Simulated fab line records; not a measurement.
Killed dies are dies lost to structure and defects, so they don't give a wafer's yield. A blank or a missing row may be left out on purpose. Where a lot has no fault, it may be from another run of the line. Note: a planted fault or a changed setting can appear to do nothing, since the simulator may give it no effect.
What tool caused it?    flow gf180mcu    Sampling: 24 lots, 72 wafers, 5 of 602 route steps

## WHAT EACH GAUGE READ, for each wafer
GF_M3_THK_MEAS_06: measures by xrf. Usual: M3_ALCU_THK typically reads 452 nm, with standard deviation 6.8.
lot   measured      on             M3_ALCU_THK (nm)  flag
L074  day 20 11:56  film-metro-03  463 473 452       
L075  day 20 19:01  film-metro-02  443 447 452       
L076  day 21 07:07  film-metro-02  448 449 455       
L077  day 21 15:13  film-metro-04  439 448 454       
L078  day 21 22:40  film-metro-02  456 447 450       
L079  day 22 07:34  film-metro-03  457 465 461       
L080  day 23 00:50  film-metro-02  442 454 447       
L081  day 23 12:28  film-metro-04  447 445 449       
L082  day 23 16:06  film-metro-03  447 443 439       
L083  day 23 21:46  film-metro-04  441 448 456       
L084  day 24 06:24  film-metro-04  452 458 465       
L085  day 24 09:38  film-metro-03  459 455 465       
L086  day 24 18:19  film-metro-03  452 452 454       
L087  day 25 06:28  film-metro-04  458 459 453       
L088  day 25 17:19  film-metro-03  458 446 446       
L089  day 25 20:45  film-metro-03  448 449 451       
L090  day 26 00:38  film-metro-04  455 446 439       
L091  day 26 12:43  film-metro-02  447 452 452       
L092  day 26 14:02  film-metro-03  447 447 446       
L093  day 26 23:47  film-metro-03  460 464 461       
L094  day 27 13:23  film-metro-04  450 457 453       
L095  day 27 14:40  film-metro-03  454 454 454       
L096  day 27 22:52  film-metro-02  449 449 453       
L097  day 28 05:26  film-metro-02  445 442 440       

GF_M4_RS_MEAS_05: measurement is done with a four-point probe. Usual: M4_ALCU_RS typically reads 0.0695 ohm/sq, with standard deviation 0.00075.
lot   measured      on             M4_ALCU_RS (ohm/sq)   flag
L074  day 22 15:00  film-metro-02  0.0704 0.0700 0.0710  
L075  day 22 20:46  film-metro-02  0.0709 0.0701 0.0706  
L076  day 23 08:35  film-metro-02  0.0687 0.0683 0.0690  
L077  day 23 16:54  film-metro-03  0.0693 0.0693 0.0693  
L078  day 24 00:11  film-metro-02  0.0695 0.0688 0.0692  
L079  day 24 08:23  film-metro-02  0.0699 0.0687 0.0696  
L080  day 24 23:36  film-metro-03  0.0694 0.0695 0.0694  
L081  day 25 11:57  film-metro-01  0.0700 0.0694 0.0691  
L082  day 25 14:46  film-metro-01  0.0706 0.0702 0.0698  
L083  day 25 20:14  film-metro-02  0.0695 0.0696 0.0707  
L084  day 26 03:36  film-metro-02  0.0690 0.0697 0.0692  
L085  day 26 07:55  film-metro-03  0.0686 0.0690 0.0699  
L086  day 26 16:22  film-metro-02  0.0697 0.0690 0.0695  
L087  day 27 03:22  film-metro-02  0.0699 0.0680 0.0686  
L088  day 27 12:57  film-metro-01  0.0698 0.0697 0.0698  
L089  day 27 17:13  film-metro-02  0.0695 0.0692 0.0704  
L090  day 27 21:34  film-metro-03  0.0696 0.0701 0.0700  
L091  day 28 07:54  film-metro-02  0.0695 0.0703 0.0694  
L092  day 28 09:19  film-metro-01  0.0704 0.0690 0.0691  
L093  day 28 18:54  film-metro-03  0.0692 0.0693 0.0699  
L094  day 29 07:41  film-metro-02  0.0689 0.0687 0.0687  
L095  day 29 08:29  film-metro-02  0.0685 0.0695 0.0685  
L096  day 29 16:52  film-metro-01  0.0693 0.0681 0.0692  
L097  day 29 22:16  film-metro-03  0.0715 0.0703 0.0700  

GF_V5_THK_MEAS_25: measures by xrf. Usual: V5_W_THK typically reads 358 nm, with standard deviation 5.6.
lot   measured      on             V5_W_THK (nm)  flag
L074  day 27 09:23  film-metro-02  351 356 354    
L075  day 27 14:22  film-metro-01  353 361 352    
L076  day 28 01:56  film-metro-02  356 351 350    
L077  day 28 08:17  film-metro-02  360 356 356    
L078  day 28 16:41  film-metro-04  369 371 366    
L079  day 28 21:12  film-metro-02  352 359 357    
L080  day 29 12:29  film-metro-02  353 354 348    
L081  day 29 22:14  film-metro-01  356 353 356    
L082  day 30 00:11  film-metro-01  350 351 354    
L083  day 30 06:08  film-metro-01  357 358 357    
L084  day 30 16:04  film-metro-01  353 347 356    
L085  day 30 16:51  film-metro-02  360 362 365    
L086  day 30 21:27  film-metro-01  352 352 358    
L087  day 31 08:59  film-metro-02  367 365 368    
L088  day 31 17:13  film-metro-01  353 348 361    
L089  day 31 20:52  film-metro-01  362 357 361    
L090  day 31 23:55  film-metro-02  360 365 362    
L091  day 32 09:59  film-metro-02  355 357 357    
L092  day 32 10:45  film-metro-04  364 355 359    
L093  day 32 19:08  film-metro-01  363 360 367    
L094  day 33 05:27  film-metro-04  358 352 356    
L095  day 33 06:33  film-metro-02  360 356 355    
L096  day 33 14:22  film-metro-01  361 363 357    
L097  day 33 17:45  film-metro-02  358 353 357    

## EACH LOT AND THE TOOL THAT RAN IT (in order: tool; ch and the chambers of the sampled wafers; start)
lot   GF_M4_METAL_ETCH_16                GF_V5_SPUTTER_21
L074  rie-metal-02 ch 0, day 23 13:31    pvd-sputter-02, day 27 09:04
L075  rie-metal-03 ch 0,1, day 23 18:55  pvd-sputter-01, day 27 14:02
L076  rie-metal-02 ch 0, day 24 07:11    pvd-sputter-04, day 28 01:37
L077  rie-metal-03 ch 1, day 24 15:19    pvd-sputter-01, day 28 07:58
L078  rie-metal-02 ch 0, day 24 22:19    pvd-sputter-02, day 28 16:21
L079  rie-metal-01 ch 0, day 25 06:40    pvd-sputter-04, day 28 20:52
L080  rie-metal-01 ch 0, day 25 21:14    pvd-sputter-02, day 29 12:10
L081  rie-metal-02 ch 0, day 26 08:40    pvd-sputter-01, day 29 21:53
L082  rie-metal-03 ch 0,1, day 26 11:22  pvd-sputter-01, day 29 23:51
L083  rie-metal-03 ch 0,1, day 26 17:26  pvd-sputter-02, day 30 05:48
L084  rie-metal-02 ch 1, day 27 01:07    pvd-sputter-02, day 30 15:44
L085  rie-metal-03 ch 0,1, day 27 04:40  pvd-sputter-02, day 30 16:31
L086  rie-metal-03 ch 0,1, day 27 12:37  pvd-sputter-04, day 30 21:07
L087  rie-metal-01 ch 0,1, day 27 23:01  pvd-sputter-02, day 31 08:39
L088  rie-metal-03 ch 0, day 28 08:49    pvd-sputter-04, day 31 16:52
L089  rie-metal-02 ch 0,1, day 28 12:58  pvd-sputter-04, day 31 20:31
L090  rie-metal-02 ch 0,1, day 28 17:05  pvd-sputter-02, day 31 23:34
L091  rie-metal-03 ch 0,1, day 29 03:01  pvd-sputter-01, day 32 09:39
L092  rie-metal-01 ch 0,1, day 29 05:08  pvd-sputter-02, day 32 10:25
L093  rie-metal-02 ch 0,1, day 29 14:19  pvd-sputter-02, day 32 18:48
L094  rie-metal-03 ch 0,1, day 30 02:22  pvd-sputter-02, day 33 05:07
L095  rie-metal-02 ch 0,1, day 30 04:14  pvd-sputter-04, day 33 06:13
L096  rie-metal-01 ch 0,1, day 30 11:19  pvd-sputter-01, day 33 14:01
L097  rie-metal-02 ch 0,1, day 30 16:11  pvd-sputter-02, day 33 17:25
- GF_M4_METAL_ETCH_16: etches the open film in Cl2/BCl3, stops on SiO2, target depth 750.8 nm, time 125.1 s.
- GF_V5_SPUTTER_21: material Ti, target thk 15 nm, time 80.02 s.

## WHAT THE TOOLS THEMSELVES READ (means of the sampled wafers that have a number; where no wafer has one, the mark that the record gives instead)
GF_M4_METAL_ETCH_16. Usual: drypump-motor-current-A 5.68 A, standard deviation 0.2; mfc-cl2-sccm 79.98 sccm, standard deviation 0.23; oes-product-au 0.993 a.u., standard deviation 0.0065; throttle-valve-pct 28.227 %, standard deviation 0.011.
lot   tool          drypump-motor-current-A (A)  mfc-cl2-sccm (sccm)  oes-product-au (a.u.)  throttle-valve-pct (%)  flag
L074  rie-metal-02  5.70                         79.82                0.999                  28.222                  
L075  rie-metal-03  5.65                         79.91                0.991                  28.230                  
L076  rie-metal-02  5.73                         79.83                0.996                  28.219                  
L077  rie-metal-03  5.62                         79.73                0.995                  28.225                  
L078  rie-metal-02  5.66                         80.10                0.998                  28.224                  
L079  rie-metal-01  5.33                         79.94                0.986                  28.232                  
L080  rie-metal-01  5.31                         79.91                0.987                  28.237                  
L081  rie-metal-02  5.71                         80.28                0.990                  28.230                  
L082  rie-metal-03  5.64                         79.95                1.001                  28.230                  
L083  rie-metal-03  5.68                         79.84                0.995                  28.218                  
L084  rie-metal-02  6.07                         80.25                0.987                  28.228                  
L085  rie-metal-03  5.66                         79.88                0.997                  28.225                  
L086  rie-metal-03  5.68                         80.04                0.996                  28.219                  
L087  rie-metal-01  5.47                         80.09                0.992                  28.231                  
L088  rie-metal-03  5.71                         80.23                0.995                  28.217                  
L089  rie-metal-02  5.94                         80.04                0.996                  28.222                  
L090  rie-metal-02  5.81                         79.71                0.995                  28.216                  
L091  rie-metal-03  5.66                         79.88                0.997                  28.220                  
L092  rie-metal-01  5.48                         79.93                0.995                  28.228                  
L093  rie-metal-02  5.94                         80.27                0.992                  28.221                  
L094  rie-metal-03  5.66                         80.06                0.994                  28.227                  
L095  rie-metal-02  5.81                         80.18                0.998                  28.221                  
L096  rie-metal-01  5.39                         80.08                0.990                  28.238                  
L097  rie-metal-02  5.81                         79.80                0.993                  28.229                  

GF_V5_SPUTTER_21. Usual: chamber-pressure-pa 5.000 Pa, standard deviation 0.01; throttle-valve-pct 29.8 %, standard deviation 0.76.
lot   tool            chamber-pressure-pa (Pa)  throttle-valve-pct (%)  flag
L074  pvd-sputter-02  4.990                     29.5                    
L075  pvd-sputter-01  5.006                     29.7                    
L076  pvd-sputter-04  5.005                     30.3                    
L077  pvd-sputter-01  5.007                     29.1                    
L078  pvd-sputter-02  4.995                     30.4                    
L079  pvd-sputter-04  4.996                     30.1                    
L080  pvd-sputter-02  4.991                     29.9                    
L081  pvd-sputter-01  5.000                     29.6                    
L082  pvd-sputter-01  5.005                     30.1                    
L083  pvd-sputter-02  5.006                     29.5                    
L084  pvd-sputter-02  4.997                     29.9                    
L085  pvd-sputter-02  4.997                     29.1                    
L086  pvd-sputter-04  5.010                     29.8                    
L087  pvd-sputter-02  4.999                     29.2                    
L088  pvd-sputter-04  5.004                     30.1                    
L089  pvd-sputter-04  4.999                     29.8                    
L090  pvd-sputter-02  5.004                     29.8                    
L091  pvd-sputter-01  4.992                     29.9                    
L092  pvd-sputter-02  5.006                     29.4                    
L093  pvd-sputter-02  4.987                     29.4                    
L094  pvd-sputter-02  5.004                     30.0                    
L095  pvd-sputter-04  5.003                     29.7                    
L096  pvd-sputter-01  4.992                     29.6                    
L097  pvd-sputter-02  5.000                     30.0                    

## THE ANSWER, worked out from the rows above alone
Rule: a lot is off if the mean of its wafers that have a number lies more than 3 standard deviations from the usual mean. A lot without any number at a reading at which 4 lots or more have one is off too. The other lots that the step has rows for count as sound. The gauges are gone through in route order, then the tools' own readings, and for those a lot's mean is taken as printed above. The first step at which some lot is off is used, and at that step the reading that is off furthest; a lot without a number counts as furthest.
No lot is off at any reading shown: from this, nothing can be told.

## WHAT THE SIMULATOR HAD INSERTED
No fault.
